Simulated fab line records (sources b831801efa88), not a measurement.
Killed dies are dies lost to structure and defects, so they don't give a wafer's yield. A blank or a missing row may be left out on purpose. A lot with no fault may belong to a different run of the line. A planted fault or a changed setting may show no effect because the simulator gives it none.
What tool caused it?    flow gf180mcu    13 lots, 39 wafers sampled, at 5 steps of a route of 602

## WHAT THE GAUGES READ, wafer by wafer
GF_V3_BOW_MEAS_05.
lot   measured      on             V3_BOW (um)
L441  day 21 07:42  film-metro-04  105 127 117
L442  day 21 12:08  film-metro-02  102 110 99
L445  day 22 17:41  film-metro-04  117 115 136
L447  day 23 17:26  film-metro-04  122 130 123
L448  day 24 03:40  film-metro-03  109 126 123
L449  day 24 08:53  film-metro-02  110 114 116
L452  day 25 18:55  film-metro-02  130 126 140
L453  day 26 06:55  film-metro-02  116 138 115
L454  day 26 10:28  film-metro-04  99 109 106
L456  day 26 23:29  film-metro-02  118 119 121
L461  day 28 01:21  film-metro-02  118 124 115
L462  day 28 05:32  film-metro-02  125 134 123
L463  day 28 14:28  film-metro-04  122 118 132

GF_V4_THK_MEAS_03.
lot   measured      on             V4_CVD_02_THK (nm)
L441  day 23 09:12  film-metro-01  852 866 860
L442  day 23 12:57  film-metro-01  851 871 871
L445  day 24 17:58  film-metro-01  708 704 717
L447  day 25 16:40  film-metro-04  858 837 852
L448  day 26 00:55  film-metro-01  859 850 861
L449  day 26 06:53  film-metro-04  867 876 869
L452  day 27 14:33  film-metro-03  841 846 855
L453  day 28 02:16  film-metro-01  849 843 856
L454  day 28 05:23  film-metro-01  850 853 851
L456  day 28 17:41  film-metro-03  851 857 851
L461  day 29 18:11  film-metro-04  825 827 841
L462  day 29 22:21  film-metro-04  829 862 843
L463  day 30 06:53  film-metro-01  865 861 875

## WHICH TOOL RAN EACH LOT (tool, then ch and the chambers of the sampled wafers, then the start)
lot   GF_V3_ETCH_17                                  GF_V3_SPUTTER_21              GF_V4_CVD_02
L441  rie-diel-04 ch 1,2, day 22 08:22 or earlier    pvd-sputter-01, day 22 08:22  pecvd-01 ch 0,1, day 23 09:08
L442  rie-diel-04 ch 1,2, day 22 12:19 or earlier    pvd-sputter-02, day 22 12:19  pecvd-02 ch 1,2, day 23 12:52
L445  rie-diel-01 ch 0,2, day 23 17:38 or earlier    pvd-sputter-01, day 23 17:38  pecvd-02 ch 0,1,2, day 24 17:53
L447  rie-diel-02 ch 0,1,2, day 24 16:39 or earlier  pvd-sputter-03, day 24 16:39  pecvd-04 ch 1,2, day 25 16:34
L448  rie-diel-02 ch 0,2,3, day 25 02:17 or earlier  pvd-sputter-01, day 25 02:17  pecvd-01 ch 0,1,2, day 26 00:50
L449  rie-diel-01 ch 1,2,3, day 25 07:41 or earlier  pvd-sputter-02, day 25 07:41  pecvd-01 ch 0,1,2, day 26 06:49
L452  rie-diel-01 ch 0,2, day 26 16:40 or earlier    pvd-sputter-01, day 26 16:40  pecvd-04 ch 1,2, day 27 14:27
L453  rie-diel-02 ch 0,2,3, day 27 04:07 or earlier  pvd-sputter-03, day 27 04:07  pecvd-04 ch 1,2, day 28 02:10
L454  rie-diel-02 ch 1,2, day 27 08:04 or earlier    pvd-sputter-03, day 27 08:04  pecvd-01 ch 0,2, day 28 05:18
L456  rie-diel-04 ch 1,2,3, day 27 20:28 or earlier  pvd-sputter-01, day 27 20:28  pecvd-01 ch 0,1,2, day 28 17:37
L461  rie-diel-01 ch 0,1,2, day 28 22:08 or earlier  pvd-sputter-01, day 28 22:08  pecvd-04 ch 1,2, day 29 18:05
L462  rie-diel-04 ch 0,1,2, day 29 01:47 or earlier  pvd-sputter-01, day 29 01:47  pecvd-01 ch 0,1,2, day 29 22:16
L463  rie-diel-02 ch 0,2, day 29 10:29 or earlier    pvd-sputter-01, day 29 10:29  pecvd-04 ch 1,2, day 30 06:48
- GF_V3_ETCH_17: etches SiO2 in C4F8/O2/Ar, stops on TiN, target depth 635 nm.
- GF_V3_SPUTTER_21: material Ti, target thk 15 nm, time 80.02 s.
- GF_V4_CVD_02: deposits SiO2 from TEOS, target thk 850 nm, time 94.851 s.

## WHAT THE TOOLS THEMSELVES READ (means of the sampled wafers that have a number; where no wafer has one, the mark that the record gives instead)
GF_V3_ETCH_17.
lot   tool         oes-product-au (a.u.)
L441  rie-diel-04  0.863
L442  rie-diel-04  0.855
L445  rie-diel-01  0.859
L447  rie-diel-02  0.853
L448  rie-diel-02  0.852
L449  rie-diel-01  0.854
L452  rie-diel-01  0.857
L453  rie-diel-02  0.861
L454  rie-diel-02  0.857
L456  rie-diel-04  0.852
L461  rie-diel-01  0.860
L462  rie-diel-04  0.853
L463  rie-diel-02  0.853

GF_V3_SPUTTER_21.
lot   tool            cathode-dc-power-W (W)  throttle-valve-pct (%)
L441  pvd-sputter-01  2500.1                  31.4
L442  pvd-sputter-02  2500.2                  30.2
L445  pvd-sputter-01  2500.0                  29.0
L447  pvd-sputter-03  2499.9                  29.4
L448  pvd-sputter-01  2499.9                  30.1
L449  pvd-sputter-02  2499.8                  30.9
L452  pvd-sputter-01  2499.8                  30.1
L453  pvd-sputter-03  2499.5                  30.4
L454  pvd-sputter-03  2499.5                  30.6
L456  pvd-sputter-01  2499.9                  29.2
L461  pvd-sputter-01  2500.2                  30.3
L462  pvd-sputter-01  2500.0                  29.4
L463  pvd-sputter-01  2500.4                  30.4

GF_V4_CVD_02.
lot   tool      heater-power-w (W)
L441  pecvd-01  687
L442  pecvd-02  727
L445  pecvd-02  678
L447  pecvd-04  665
L448  pecvd-01  678
L449  pecvd-01  686
L452  pecvd-04  630
L453  pecvd-04  588
L454  pecvd-01  616
L456  pecvd-01  718
L461  pecvd-04  618
L462  pecvd-01  732
L463  pecvd-04  673

## THE ANSWER, worked out from the rows above alone
Rule: what is usual is taken from the lots themselves. The widest of any qualifying gaps counts: lots, ordered by their means at a reading, are off when they make up no more than a third of the lots, leave a main group of 4 or more, and stand apart from it by 3 or more times the standard deviation of that group's means. Not used: any main group whose means are identical at the precision the tables above print for the reading. A lot without any number at a reading at which 4 lots or more have one is off too. The other lots that the step has rows for count as sound. Order of review: gauges by route order, followed by the tools' own readings, for which a lot's mean as printed above is used. At the first step where some lot is off, the reading lying furthest off is the one used; lots without a number count as furthest.
Off: L445, at GF_V4_THK_MEAS_03 (V4_CVD_02_THK). For the main group the mean is 854 nm and the standard deviation 10.
A tool fits if, at a process step before that reading, it ran every lot that is off, and no sound lot after the first of them. The gauges at GF_V4_THK_MEAS_03 are tried like those tools. GF_V3_ETCH_17: start missing for some lots; hours and lot order therefore follow GF_V3_SPUTTER_21. One fits: pecvd-02 at GF_V4_CVD_02. Its last sound lot is L442 (day 23 12:52), its first lot that is off L445 (day 24 17:53): a fault that began between those two fits.

## WHAT THE SIMULATOR HAD INSERTED
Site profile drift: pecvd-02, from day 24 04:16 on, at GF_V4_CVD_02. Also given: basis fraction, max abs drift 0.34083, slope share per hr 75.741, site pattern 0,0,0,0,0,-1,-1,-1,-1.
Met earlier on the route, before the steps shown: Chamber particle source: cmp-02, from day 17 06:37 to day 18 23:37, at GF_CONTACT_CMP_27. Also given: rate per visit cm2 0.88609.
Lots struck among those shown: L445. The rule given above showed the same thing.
